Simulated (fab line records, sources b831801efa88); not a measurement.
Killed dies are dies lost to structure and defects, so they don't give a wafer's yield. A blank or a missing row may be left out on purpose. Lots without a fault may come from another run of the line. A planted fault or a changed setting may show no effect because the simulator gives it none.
Chamber matching | flow sky130 | SKY_POLY_CUT_ETCH_11 on rie_diel-02: 4 sister chambers
The step etches Si3N4 in CF4/CH2F2/Ar, stops on poly-Si, time 42.5 s, target depth 60 nm. 4 wafers are shown with their chamber, then 8 later ones without.

WAFERS WITH THEIR CHAMBER
wafer  | chamber | drypump_motor_current_A (A)
L081.2 | 1       | 4.7
L081.6 | 0       | 5.8
L091.6 | 3       | 5.9
L092.2 | 2       | 6.2

WAFERS WITHOUT THEIR CHAMBER
wafer  | drypump_motor_current_A (A)
L092.3 | 4.7
L092.4 | 4.7
L095.1 | 6.2
L095.4 | 4.8
L095.5 | 4.8
L097.2 | 5.8
L097.4 | 5.9
L097.5 | 5.8

WHICH CHAMBER EACH WENT THROUGH
wafer  | from the rows above | in truth
L092.3 | 1                   | 1
L092.4 | 1                   | 1
L095.1 | 2                   | 2
L095.4 | 1                   | 1
L095.5 | 1                   | 1
L097.2 | 0                   | 0
L097.4 | 3                   | 3
L097.5 | 0                   | 0
Placed correctly: 8 of 8. Can't be placed from these rows: 0. Placed wrongly: 0.
How it was worked out, from the rows above alone: a wafer's distance from a chamber is the root of the sum, over the readings, of the square of ((its reading less the chamber's mean) divided by the reading's scatter). The wafer belongs to the nearest chamber; if the next one is less than 2 further off, it can't be placed. A chamber's mean is the mean of its shown wafers. The scatter: with one shown wafer a chamber, the root of the mean of the squares of how far each hidden wafer lies from its nearest shown one.
